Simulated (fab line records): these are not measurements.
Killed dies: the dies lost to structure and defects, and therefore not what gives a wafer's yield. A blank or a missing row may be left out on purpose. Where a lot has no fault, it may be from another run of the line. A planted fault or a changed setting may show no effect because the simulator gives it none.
fab line records	flow sky130
record lots=6	wafers=18	last_day=49
route steps=708 shown NWELL@61 PWDE@84 VT_ADJUST_HVTP@85 VT_ADJUST_LVTN@97 PAD_OPEN@708
lots that met no fault: taken from a fault-free run of the same line
start_h: hours from the record's opening day to when the first of the lot's shown wafers began	wait_h: hours since the lot's step before	" as in the row above	L1.1+2: a single row standing in for several wafers	- no value, or no start given	* or withheld: withheld	< > ~ a bound
route shown NAME@n: a module of which the file shows steps, and the number in the route of the first	usual: mean/standard deviation taken from wafers without a fault	same: alike in all rows	chamber/n: place in a boat	sites: readings site by site	_std_site: the standard deviation of these	_edge_site: mean of outer sites minus mean of inner sites	radius_mm: how far each site lies from the wafer's centre	mask NAME#n: copy n	behind: the most recent tool/chamber to have shaped the wafer	hold: reason for holding the lot/hours on hold/outcome of the hold	device: which transistor (n, p or np) failed to switch	end of line: the route-end tests of the same wafers	step lacking rows: just its recipe	killed: dies lost to structure and defects at the first sort, not the wafer's yield	map: a wafer's dies, x killed, . not, _ none there
set.NAME: the run value of the setting; set.NAME@STEP: its run value at that earlier step	model.NAME: the simulator's own value behind a step, which no gauge read
lots at some steps of the route; a table a step, a row a wafer
services: the hour from which a tool's chamber was out of use, counted from the record's first day as start_h (under 0 if before that day), plus the number of hours and why
## steps
# step SKY_NWELL_PEB_08
# recipe temp_c=115	time_s=withheld
# step SKY_NWELL_DEVELOP_09
# recipe wall_angle_deg=90	developer=TMAH	develop_time_s=60	dev_temp_c=23
# step SKY_NWELL_OVL_MEAS_10
# usual NWELL_00_OVL=-0.2/1.3
lot.wafer	tool	chamber	start_h	wait_h	NWELL_00_OVL[nm]
L512.1	overlay-01	-	129.97	-	-1.0
L512.2	"	-	"	"	-0.4
L512.6	"	-	"	"	0.0
L514.4	overlay-02	-	131.89	-	0.6
L514.5	"	-	"	"	-1.8
L514.6	"	-	"	"	-0.7
L519.2	overlay-01	-	166.78	-	-0.3
L519.5	"	-	"	"	-0.2
L519.6	"	-	"	"	0.3
L520.1	overlay-01	-	172.62	-	-0.2
L520.4	"	-	"	"	-1.8
L520.5	"	-	"	"	-0.5
L522.1	overlay-02	-	182.36	-	1.0
L522.5	"	-	"	"	0.8
L522.6	"	-	"	"	1.4
L524.2	overlay-01	-	198.02	-	-2.7
L524.3	"	-	"	"	-1.0
L524.6	"	-	"	"	-1.0
# step SKY_NWELL_IMPLANT_11
# recipe species=P	energy_kev=400	dose_cm2=1.9e+13	tilt_deg=withheld
# step SKY_NWELL_IMPLANT_12
# recipe species=P	energy_kev=119.1	dose_cm2=1.3e+12	tilt_deg=withheld
# step SKY_NWELL_IMPLANT_13
# recipe species=P	energy_kev=50	dose_cm2=7e+11	tilt_deg=withheld
# step SKY_NWELL_STRIP_14
# recipe chemistry=O2/N2	power_w=1400	pressure_mtorr=1500	platen_temp_c=withheld	o2_flow_sccm=3000	n2_flow_sccm=300	overash_fraction=0.5
# usual drypump_motor_current_A=5.8/0.46	oes_product_au=0.722/0.0051	strip_time_to_endpoint_s=36.95/0.092
lot.wafer	tool	chamber	start_h	wait_h	drypump_motor_current_A	oes_product_au	rf_hours_counter_h	strip_time_to_endpoint_s
L512.1	plasma_asher-04	0	130.46	0.1	6.0	0.723	43	37.05
L512.2	"	1	"	"	5.5	0.726	43	37.01
L512.6	"	0	"	"	6.0	0.715	-	36.98
L514.4	plasma_asher-04	1	132.39	0.1	5.6	0.725	-	36.81
L514.5	"	1	"	"	5.6	0.719	-	36.76
L514.6	"	0	"	"	6.0	0.721	-	36.79
L519.2	plasma_asher-03	0	167.26	0.1	6.2	0.718	36	37.04
L519.5	"	0	"	"	6.2	0.724	-	37.14
L519.6	"	1	"	"	6.3	0.725	-	37.05
L520.1	plasma_asher-03	0	173.10	0.1	6.1	0.729	36	36.94
L520.4	"	0	"	"	6.2	0.729	-	36.87
L520.5	"	0	"	"	6.2	0.725	-	36.95
L522.1	plasma_asher-01	1	182.85	0.1	5.4	0.720	4	36.94
L522.5	"	0	"	"	4.9	0.725	-	36.99
L522.6	"	1	"	"	5.4	0.721	-	37.02
L524.2	plasma_asher-01	1	198.50	0.1	5.4	0.724	6	36.95
L524.3	"	0	"	"	4.9	0.723	-	36.98
L524.6	"	0	"	"	4.9	0.718	-	37.07
# step SKY_NWELL_TW_MEAS_15
# usual NWELL_TW=1837/12
lot.wafer	tool	chamber	start_h	wait_h	NWELL_TW
L512.1	film_metro-01	-	130.56	0.1	1837
L512.2	"	-	"	"	1844
L512.6	"	-	"	"	1840
L514.4	film_metro-01	-	132.49	0.1	1835
L514.5	"	-	"	"	1842
L514.6	"	-	"	"	1834
L519.2	film_metro-01	-	167.37	0.1	1838
L519.5	"	-	"	"	1851
L519.6	"	-	"	"	1849
L520.1	film_metro-04	-	173.20	0.1	1836
L520.4	"	-	"	"	1843
L520.5	"	-	"	"	1840
L522.1	film_metro-04	-	182.95	0.1	1839
L522.5	"	-	"	"	1843
L522.6	"	-	"	"	1843
L524.2	film_metro-04	-	198.61	0.1	1843
L524.3	"	-	"	"	1835
L524.6	"	-	"	"	1847
# step SKY_NWELL_DEHYDRATE_16
# recipe temp_c=200	time_s=60
# step SKY_NWELL_HMDS_17
# recipe prime_time_s=60	prime_temp_c=120
# step SKY_NWELL_COAT_18
# recipe spin_rpm=2000	resist_thk_nm=3000
# step SKY_NWELL_SOFTBAKE_19
# recipe temp_c=110	time_s=withheld
# step SKY_NWELL_EXPOSE_20
# recipe mask_id=NWM_COMPLEMENT	na=0.6	source_shape=conventional	sigma_outer=0.6	polarization=unpolarized	target_cd_nm=840	dose_mj=260
# usual stage_vel_mm_s=499.96/0.25
lot.wafer	tool	chamber	start_h	wait_h	mask	stage_vel_mm_s
L512.1	iline_stepper-01	0	139.40	-	NWM_COMPLEMENT#0	500.05
L512.2	"	0	"	"	NWM_COMPLEMENT#0	500.21
L512.6	"	0	"	"	NWM_COMPLEMENT#0	500.09
L514.4	iline_stepper-01	0	141.78	-	NWM_COMPLEMENT#0	500.34
L514.5	"	0	"	"	NWM_COMPLEMENT#0	500.76
L514.6	"	0	"	"	NWM_COMPLEMENT#0	500.33
L519.2	iline_stepper-02	0	176.78	-	NWM_COMPLEMENT#0	499.82
L519.5	"	0	"	"	NWM_COMPLEMENT#0	499.55
L519.6	"	0	"	"	NWM_COMPLEMENT#0	499.58
L520.1	iline_stepper-01	0	183.47	-	NWM_COMPLEMENT#0	500.10
L520.4	"	0	"	"	NWM_COMPLEMENT#0	499.88
L520.5	"	0	"	"	NWM_COMPLEMENT#0	500.19
L522.1	iline_stepper-01	0	194.23	-	NWM_COMPLEMENT#0	500.24
L522.5	"	0	"	"	NWM_COMPLEMENT#0	500.11
L522.6	"	0	"	"	NWM_COMPLEMENT#0	499.77
L524.2	iline_stepper-01	0	209.61	-	NWM_COMPLEMENT#0	499.98
L524.3	"	0	"	"	NWM_COMPLEMENT#0	499.71
L524.6	"	0	"	"	NWM_COMPLEMENT#0	500.01
# step SKY_NWELL_PEB_21
# recipe temp_c=115	time_s=withheld
# step SKY_NWELL_DEVELOP_22
# recipe wall_angle_deg=90	developer=TMAH	develop_time_s=60	dev_temp_c=23
# step SKY_NWELL_OVL_MEAS_23
# usual NWELL_01_OVL=-0.7/1.4
lot.wafer	tool	chamber	start_h	wait_h	NWELL_01_OVL[nm]
L512.1	overlay-01	-	149.42	-	-0.3
L512.2	"	-	"	"	-2.4
L512.6	"	-	"	"	0.4
L514.4	overlay-01	-	151.98	-	2.7
L514.5	"	-	"	"	0.5
L514.6	"	-	"	"	1.0
L519.2	overlay-01	-	187.47	-	-1.9
L519.5	"	-	"	"	-1.4
L519.6	"	-	"	"	-1.7
L520.1	overlay-01	-	194.57	-	0.8
L520.4	"	-	"	"	1.3
L520.5	"	-	"	"	0.4
L522.1	overlay-01	-	205.07	-	1.1
L522.5	"	-	"	"	1.6
L522.6	"	-	"	"	2.5
L524.2	overlay-01	-	220.67	-	-0.9
L524.3	"	-	"	"	-1.2
L524.6	"	-	"	"	0.0
# step SKY_NWELL_IMPLANT_24
# recipe species=B	energy_kev=140	dose_cm2=9.2e+12	tilt_deg=withheld
# step SKY_NWELL_STRIP_25
# recipe chemistry=O2/N2	power_w=1400	pressure_mtorr=1500	platen_temp_c=withheld	o2_flow_sccm=3000	n2_flow_sccm=300	overash_fraction=0.5
# usual drypump_motor_current_A=5.7/0.41	oes_product_au=0.723/0.0042	strip_time_to_endpoint_s=36.93/0.1
lot.wafer	tool	chamber	start_h	wait_h	drypump_motor_current_A	oes_product_au	rf_hours_counter_h	strip_time_to_endpoint_s
L512.1	plasma_asher-04	0	149.61	0.1	6.0	0.716	45	36.87
L512.2	"	1	"	"	5.6	0.721	45	36.87
L512.6	"	1	"	"	5.6	0.721	-	36.88
L514.4	plasma_asher-04	0	152.18	0.1	6.0	0.725	-	36.82
L514.5	"	0	"	"	6.0	0.727	-	36.81
L514.6	"	1	"	"	5.5	0.715	-	36.94
L519.2	plasma_asher-04	0	187.65	0.1	6.0	0.717	49	37.02
L519.5	"	0	"	"	6.0	0.726	-	36.92
L519.6	"	1	"	"	5.6	0.725	-	36.96
L520.1	plasma_asher-04	1	194.75	0.1	5.5	0.725	50	36.80
L520.4	"	1	"	"	5.6	0.726	-	36.90
L520.5	"	1	"	"	5.6	0.721	-	36.93
L522.1	plasma_asher-03	0	205.26	0.1	6.1	0.727	39	36.89
L522.5	"	0	"	"	6.1	0.717	-	36.77
L522.6	"	1	"	"	6.3	0.728	-	36.95
L524.2	plasma_asher-04	1	220.85	0.1	5.5	0.734	52	37.05
L524.3	"	0	"	"	6.0	0.718	-	36.90
L524.6	"	1	"	"	5.6	0.716	-	37.01
# step SKY_NWELL_TW_MEAS_26
# usual NWELL_2_TW=501/4.1
lot.wafer	tool	chamber	start_h	wait_h	NWELL_2_TW
L512.1	film_metro-04	-	149.71	0.1	501
L512.2	"	-	"	"	502
L512.6	"	-	"	"	496
L514.4	film_metro-03	-	152.28	0.1	499
L514.5	"	-	"	"	495
L514.6	"	-	"	"	500
L519.2	film_metro-01	-	187.76	0.1	505
L519.5	"	-	"	"	503
L519.6	"	-	"	"	505
L520.1	film_metro-03	-	194.85	0.1	493
L520.4	"	-	"	"	494
L520.5	"	-	"	"	494
L522.1	film_metro-01	-	205.36	0.1	505
L522.5	"	-	"	"	503
L522.6	"	-	"	"	504
L524.2	film_metro-01	-	220.96	0.1	503
L524.3	"	-	"	"	504
L524.6	"	-	"	"	504
# step SKY_NWELL_CLEAN_27
# recipe chemistry=SC1/SC2	mix=1:4:20	temp_c=70	time_s=150	dry=n2_spin
# step SKY_NWELL_RTA_28
# recipe temp_c=1050	time_s=30	idle_temp_c=650	ramp_up_c_per_s=150	ramp_down_c_per_s=90	ambient=N2
# usual lamp_power_pct=25.31/0.052	wafer_temp_C_max=1054.9/0.97
lot.wafer	tool	chamber	start_h	wait_h	lamp_power_pct	wafer_temp_C_max
L512.1	rtp_anneal-01	0	149.82	0.0	25.41	1053.8
L512.2	"	0	"	"	25.28	1055.3
L512.6	"	0	"	"	25.31	1054.8
L514.4	rtp_anneal-02	0	152.41	0.1	25.25	1054.3
L514.5	"	0	"	"	25.22	1054.9
L514.6	"	0	"	"	25.31	1054.3
L519.2	rtp_anneal-01	0	187.87	0.0	25.16	1056.0
L519.5	"	0	"	"	25.27	1054.5
L519.6	"	0	"	"	25.30	1055.9
L520.1	rtp_anneal-02	0	194.96	0.0	25.30	1054.1
L520.4	"	0	"	"	25.22	1055.2
L520.5	"	0	"	"	25.33	1055.4
L522.1	rtp_anneal-01	0	205.47	0.0	25.28	1054.7
L522.5	"	0	"	"	25.25	1053.0
L522.6	"	0	"	"	25.24	1053.8
L524.2	rtp_anneal-02	0	221.07	0.0	25.31	1054.7
L524.3	"	0	"	"	25.34	1054.6
L524.6	"	0	"	"	25.35	1055.4
# step SKY_NWELL_RS_MEAS_29
# recipe thk_meas_gauge=four-point-probe
# usual NWELL_RS=624.5/1.8
lot.wafer	tool	chamber	start_h	wait_h	NWELL_RS[ohm/sq]
L512.1	film_metro-04	-	149.92	0.1	623.5
L512.2	"	-	"	"	624.0
L512.6	"	-	"	"	624.4
L514.4	film_metro-04	-	152.52	0.1	623.8
L514.5	"	-	"	"	624.2
L514.6	"	-	"	"	625.4
L519.2	film_metro-03	-	187.98	0.1	626.0
L519.5	"	-	"	"	627.2
L519.6	"	-	"	"	625.2
L520.1	film_metro-04	-	195.06	0.1	623.6
L520.4	"	-	"	"	623.8
L520.5	"	-	"	"	622.2
L522.1	film_metro-04	-	205.57	0.1	621.8
L522.5	"	-	"	"	624.3
L522.6	"	-	"	"	624.6
L524.2	film_metro-04	-	221.18	0.1	623.3
L524.3	"	-	"	"	623.8
L524.6	"	-	"	"	624.3
# step SKY_NWELL_RS_MEAS_31
# recipe thk_meas_gauge=four-point-probe
# usual PWDE_RS=5275/16
lot.wafer	tool	chamber	start_h	wait_h	PWDE_RS[ohm/sq]
L512.1	film_metro-04	-	150.16	0.1	5284
L512.2	"	-	"	"	5275
L512.6	"	-	"	"	5271
L514.4	film_metro-04	-	152.76	0.1	5279
L514.5	"	-	"	"	5284
L514.6	"	-	"	"	5295
L519.2	film_metro-03	-	188.22	0.1	5288
L519.5	"	-	"	"	5302
L519.6	"	-	"	"	5277
L520.1	film_metro-04	-	195.30	0.1	5275
L520.4	"	-	"	"	5264
L520.5	"	-	"	"	5265
L522.1	film_metro-04	-	205.81	0.1	5256
L522.5	"	-	"	"	5260
L522.6	"	-	"	"	5245
L524.2	film_metro-04	-	221.42	0.1	5225
L524.3	"	-	"	"	5230
L524.6	"	-	"	"	5237
# step SKY_VT_ADJUST_HVTP_DEHYDRATE_00
# recipe temp_c=200	time_s=60
# step SKY_VT_ADJUST_HVTP_HMDS_01
# recipe prime_time_s=60	prime_temp_c=120
# step SKY_VT_ADJUST_HVTP_COAT_02
# recipe resist=NOVOLAK	spin_rpm=3000	resist_thk_nm=1140
# step SKY_VT_ADJUST_HVTP_SOFTBAKE_03
# recipe temp_c=90	time_s=60	resist=NOVOLAK
# step SKY_VT_ADJUST_HVTP_EXPOSE_04
# recipe mask_id=HVTPM	na=0.6	source_shape=conventional	sigma_outer=0.6	polarization=unpolarized	target_cd_nm=380	dose_mj=140
# step SKY_VT_ADJUST_HVTP_PEB_05
# recipe temp_c=withheld	time_s=*	resist=NOVOLAK
# step SKY_VT_ADJUST_HVTP_DEVELOP_06
# recipe resist=NOVOLAK	developer=TMAH	develop_time_s=60	dev_temp_c=23
# step SKY_VT_ADJUST_HVTP_CD_MEAS_07
# recipe target_cd_nm=380
# usual cd_nm=379.9/2.3
lot.wafer	tool	chamber	start_h	wait_h	cd_nm
L512.1	cd_sem-01	-	170.21	0.1	380.6
L512.2	"	-	"	"	379.8
L512.6	"	-	"	"	380.8
L514.4	cd_sem-01	-	172.37	0.1	378.9
L514.5	"	-	"	"	377.6
L514.6	"	-	"	"	378.9
L519.2	cd_sem-02	-	209.43	0.1	377.6
L519.5	"	-	"	"	375.4
L519.6	"	-	"	"	377.5
L520.1	cd_sem-02	-	216.35	0.1	380.8
L520.4	"	-	"	"	379.6
L520.5	"	-	"	"	383.3
L522.1	cd_sem-02	-	227.85	0.1	382.6
L522.5	"	-	"	"	379.0
L522.6	"	-	"	"	381.7
L524.2	cd_sem-01	-	243.19	0.1	379.7
L524.3	"	-	"	"	377.4
L524.6	"	-	"	"	381.0
# step SKY_VT_ADJUST_HVTP_OVL_MEAS_08
# usual VT_ADJUST_HVTP_OVL=0.0/1.4
lot.wafer	tool	chamber	start_h	wait_h	VT_ADJUST_HVTP_OVL[nm]
L512.1	overlay-01	-	170.33	0.1	-0.6
L512.2	"	-	"	"	1.3
L512.6	"	-	"	"	-0.3
L514.4	overlay-02	-	172.45	0.1	-0.2
L514.5	"	-	"	"	-1.5
L514.6	"	-	"	"	1.5
L519.2	overlay-01	-	209.54	0.1	-0.2
L519.5	"	-	"	"	0.2
L519.6	"	-	"	"	-0.2
L520.1	overlay-02	-	216.47	0.1	1.0
L520.4	"	-	"	"	0.1
L520.5	"	-	"	"	-0.8
L522.1	overlay-01	-	227.97	0.1	-2.2
L522.5	"	-	"	"	-1.3
L522.6	"	-	"	"	-1.1
L524.2	overlay-01	-	243.30	0.1	-0.7
L524.3	"	-	"	"	0.7
L524.6	"	-	"	"	0.9
# step SKY_VT_ADJUST_HVTP_IMPLANT_09
# recipe species=As	energy_kev=150	dose_cm2=4.3e+12	tilt_deg=withheld
# step SKY_VT_ADJUST_HVTP_STRIP_10
# recipe chemistry=O2/N2	power_w=1400	pressure_mtorr=1500	platen_temp_c=withheld	o2_flow_sccm=3000	n2_flow_sccm=300	overash_fraction=0.5
# usual drypump_motor_current_A=5.8/0.43	oes_product_au=0.715/0.0049	strip_time_to_endpoint_s=14.18/0.038
lot.wafer	tool	chamber	start_h	wait_h	drypump_motor_current_A	oes_product_au	rf_hours_counter_h	strip_time_to_endpoint_s
L512.1	plasma_asher-02	0	170.52	0.1	5.8	0.713	51	14.14
L512.2	"	1	"	"	5.8	0.713	51	14.15
L512.6	"	1	"	"	5.8	0.708	-	14.17
L514.4	plasma_asher-02	0	172.65	0.1	5.8	0.719	-	14.17
L514.5	"	1	"	"	5.8	0.714	-	14.16
L514.6	"	0	"	"	5.8	0.715	-	14.16
L519.2	plasma_asher-01	1	209.72	0.1	5.4	0.715	7	14.15
L519.5	"	1	"	"	5.4	0.712	-	14.15
L519.6	"	0	"	"	5.0	0.707	-	14.19
L520.1	plasma_asher-03	1	216.66	0.1	6.3	0.722	41	14.14
L520.4	"	1	"	"	6.3	0.716	-	14.14
L520.5	"	0	"	"	6.2	0.721	-	14.20
L522.1	plasma_asher-02	1	228.16	0.1	5.8	0.715	57	14.20
L522.5	"	0	"	"	5.8	0.712	-	14.15
L522.6	"	1	"	"	5.8	0.719	-	14.16
L524.2	plasma_asher-01	0	243.48	0.1	4.9	0.719	10	14.14
L524.3	"	1	"	"	5.5	0.722	-	14.21
L524.6	"	1	"	"	5.4	0.717	-	14.24
# step SKY_VT_ADJUST_HVTP_TW_MEAS_11
# usual VT_ADJUST_HVTP_TW=1362/10
lot.wafer	tool	chamber	start_h	wait_h	VT_ADJUST_HVTP_TW
L512.1	film_metro-01	-	170.62	0.1	1375
L512.2	"	-	"	"	1374
L512.6	"	-	"	"	1376
L514.4	film_metro-01	-	172.75	0.1	1373
L514.5	"	-	"	"	1379
L514.6	"	-	"	"	1368
L519.2	film_metro-02	-	209.83	0.1	1378
L519.5	"	-	"	"	1369
L519.6	"	-	"	"	1376
L520.1	film_metro-03	-	216.76	0.1	1354
L520.4	"	-	"	"	1362
L520.5	"	-	"	"	1358
L522.1	film_metro-03	-	228.26	0.1	1352
L522.5	"	-	"	"	1357
L522.6	"	-	"	"	1353
L524.2	film_metro-03	-	243.59	0.1	1353
L524.3	"	-	"	"	1351
L524.6	"	-	"	"	1354
# step SKY_VT_ADJUST_LVTN_DEHYDRATE_00
# recipe temp_c=200	time_s=60
# step SKY_VT_ADJUST_LVTN_HMDS_01
# recipe prime_time_s=60	prime_temp_c=120
# step SKY_VT_ADJUST_LVTN_COAT_02
# recipe spin_rpm=2000	resist_thk_nm=3000
# step SKY_VT_ADJUST_LVTN_SOFTBAKE_03
# recipe temp_c=110	time_s=withheld
# step SKY_VT_ADJUST_LVTN_EXPOSE_04
# recipe mask_id=NWM_COMPLEMENT_LESS_NATIVE	na=0.6	source_shape=conventional	sigma_outer=0.6	polarization=unpolarized	target_cd_nm=840	dose_mj=197.1
# step SKY_VT_ADJUST_LVTN_PEB_05
# recipe temp_c=115	time_s=withheld
# step SKY_PAD_OPEN_PROBE_99
lot.wafer	tool	chamber	start_h	wait_h	model.etest.nfet_16v.r_on_ohm_um	model.etest.pfet_16v.r_on_ohm_um	model.etest.res_iso_pwell.width_nm	model.etest.res_nwell.width_nm	model.etest.pfet_16v.drive_ua_um
L512.1	prober-01	-	1122.37	0.1	1.402e+04	1.536e+04	2644	838.6	241.8
L512.2	prober-01	-	1122.42	0.1	1.402e+04	1.562e+04	2642	843.2	237.5
L512.6	prober-01	-	1122.62	0.2	1.414e+04	1.534e+04	2649	835.4	239.5
L514.4	prober-02	-	1129.79	0.2	1.408e+04	1.558e+04	2633	842.5	242.2
L514.5	prober-02	-	1129.84	0.2	1.41e+04	1.573e+04	2630	842.5	244.6
L514.6	prober-02	-	1129.89	0.2	1.415e+04	1.568e+04	2630	849.4	242.5
L519.2	prober-02	-	1159.29	0.1	1.425e+04	1.516e+04	2643	842.5	243.8
L519.5	prober-02	-	1159.44	0.2	1.432e+04	1.51e+04	2634	839.6	243.6
L519.6	prober-02	-	1159.49	0.2	1.429e+04	1.506e+04	2648	844	246.3
L520.1	prober-02	-	1164.76	0.1	1.395e+04	1.494e+04	2649	833.5	251.2
L520.4	prober-02	-	1164.91	0.2	1.399e+04	1.484e+04	2642	828.6	251.9
L520.5	prober-02	-	1164.96	0.2	1.409e+04	1.529e+04	2644	833.2	248.1
L522.1	prober-01	-	1178.23	0.1	1.489e+04	1.44e+04	2760	790.6	263.7
L522.5	prober-01	-	1178.43	0.2	1.428e+04	1.492e+04	2671	830.8	251.1
L522.6	prober-01	-	1178.48	0.2	1.422e+04	1.511e+04	2649	835.1	249.4
L524.2	prober-01	-	1186.16	0.1	1.38e+04	1.517e+04	2647	838.6	246.1
L524.3	prober-01	-	1186.21	0.2	1.417e+04	1.455e+04	2757	795.4	262.9
L524.6	prober-01	-	1186.36	0.2	1.375e+04	1.52e+04	2642	836.9	248.9
# killed by level:class
L512.1 VIA1:geometric_particle:open=10 CONTACT:geometric_particle:open=8 CONTACT:geometric_particle:short=7 VIA1:geometric_particle:short=7 METAL1:geometric_particle:short=5 FIELD_ISO:geometric_particle:open=4 METAL3:geometric_particle:short=4 VIA2:geometric_particle:open=4
L512.2 CONTACT:geometric_particle:open=10 LI_CONTACT:geometric_particle:open=9 VIA3:geometric_particle:open=8 FIELD_ISO:geometric_particle:open=7 VIA1:geometric_particle:open=7 LOCAL_INTERCONNECT:geometric_particle:short=6 FIELD_ISO:geometric_particle:short=5 METAL1:geometric_particle:open=5
L512.6 CONTACT:geometric_particle:open=14 VIA1:geometric_particle:open=12 VIA2:geometric_particle:open=10 CONTACT:geometric_particle:short=8 METAL1:geometric_particle:short=7 LI_CONTACT:geometric_particle:open=7 FIELD_ISO:geometric_particle:short=6 METAL4:geometric_particle:short=6
L514.4 CONTACT:geometric_particle:open=13 VIA1:geometric_particle:open=8 VIA2:geometric_particle:open=8 VIA3:geometric_particle:open=7 LI_CONTACT:geometric_particle:short=6 FIELD_ISO:geometric_particle:short=5 METAL3:geometric_particle:short=5 LI_CONTACT:geometric_particle:open=4
L514.5 VIA2:geometric_particle:open=12 VIA1:geometric_particle:open=11 CONTACT:geometric_particle:open=10 FIELD_ISO:geometric_particle:open=8 VIA3:geometric_particle:open=8 METAL4:geometric_particle:short=7 METAL1:geometric_particle:short=5 VIA1:geometric_particle:short=5
L514.6 LI_CONTACT:geometric_particle:open=11 CONTACT:geometric_particle:open=11 VIA1:geometric_particle:open=9 VIA3:geometric_particle:open=6 VIA1:geometric_particle:short=5 METAL2:geometric_particle:short=5 FIELD_ISO:geometric_particle:short=4 METAL1:geometric_particle:short=4
L519.2 VIA1:geometric_particle:open=11 VIA3:geometric_particle:open=8 CONTACT:geometric_particle:open=7 LI_CONTACT:geometric_particle:open=6 METAL2:geometric_particle:short=4 FIELD_ISO:geometric_particle:open=3 POLY_GATE:geometric_particle:short=3 POLY_GATE:geometric_particle:open=3
L519.5 CONTACT:geometric_particle:open=13 VIA1:geometric_particle:open=13 FIELD_ISO:geometric_particle:open=7 METAL3:geometric_particle:short=6 VIA1:geometric_particle:short=5 LI_CONTACT:geometric_particle:open=4 LOCAL_INTERCONNECT:geometric_particle:short=4 METAL1:geometric_particle:short=3
L519.6 CONTACT:geometric_particle:open=10 METAL1:geometric_particle:short=9 VIA3:geometric_particle:open=7 VIA2:geometric_particle:open=7 VIA1:geometric_particle:open=7 FIELD_ISO:geometric_particle:short=6 POLY_GATE:geometric_particle:short=6 METAL2:geometric_particle:short=6
L520.1 VIA1:geometric_particle:open=13 FIELD_ISO:geometric_particle:open=7 VIA2:geometric_particle:open=7 CONTACT:geometric_particle:open=7 VIA2:geometric_particle:short=7 FIELD_ISO:geometric_particle:short=6 CONTACT:geometric_particle:short=4 METAL1:geometric_particle:short=4
L520.4 CONTACT:geometric_particle:open=9 LI_CONTACT:geometric_particle:open=8 VIA1:geometric_particle:open=8 METAL2:geometric_particle:short=7 POLY_GATE:geometric_particle:open=6 POLY_GATE:geometric_particle:short=6 CONTACT:geometric_particle:short=6 METAL1:geometric_particle:short=5
L520.5 CONTACT:geometric_particle:open=19 METAL2:geometric_particle:short=13 VIA1:geometric_particle:open=12 VIA2:geometric_particle:open=9 LI_CONTACT:geometric_particle:open=7 VIA1:geometric_particle:short=5 VIA2:geometric_particle:short=5 FIELD_ISO:geometric_particle:short=4
## services
tool	chamber	start_h	hours	kind
plasma_asher-01	-	108.76	9.0	pm
plasma_asher-01	0	108.76	9.0	vent_cycle
plasma_asher-01	1	108.76	9.0	vent_cycle
plasma_asher-01	-	117.76	15.6	pm
plasma_asher-01	0	117.76	-	clean
plasma_asher-01	1	117.76	-	clean
plasma_asher-02	-	141.83	1.6	repair
iline_stepper-01	-	151.44	4.3	pm
iline_stepper-02	-	155.77	1.7	pm
plasma_asher-01	-	172.23	3.5	repair
rtp_anneal-02	-	195.06	1.3	pm
plasma_asher-01	-	202.07	3.4	repair
plasma_asher-04	-	221.36	5.4	repair
plasma_asher-01	-	229.66	2.8	pm
iline_stepper-01	-	235.34	1.7	pm
plasma_asher-03	-	239.59	0.5	repair
## key
first_sign none at tools or gauges
model_effect step=SKY_PAD_OPEN_PROBE_99	value=etest.nfet_16v.r_on_ohm_um	without=1.396e+04	struck=1.453e+04
met_at SKY_NWELL_EXPOSE_20
struck_wafers L522.1,L524.3
sort_left_out L522.1,L524.3
tester_left_out L522,L524
onset_between 183.47 194.23
fault kind=process_parameter_drift	tool=iline_stepper-01	chamber=-	onset_h=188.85	steps=SKY_NWELL_EXPOSE_20	channel=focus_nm	offset=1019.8	shape=step	end_h=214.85	scope=struck_wafers_only
# tester_left_out: of these lots the tester's yield and bins aren't shown, on N5 and GAA mostly nor the transistor test; their killed dies are dies lost to structure and defects alone, not to doping, threshold or leakage, so they don't give the yield
# sort_left_out: the simulated sort isn't trusted on such a fault, so these wafers' sort isn't shown, and their yield isn't known
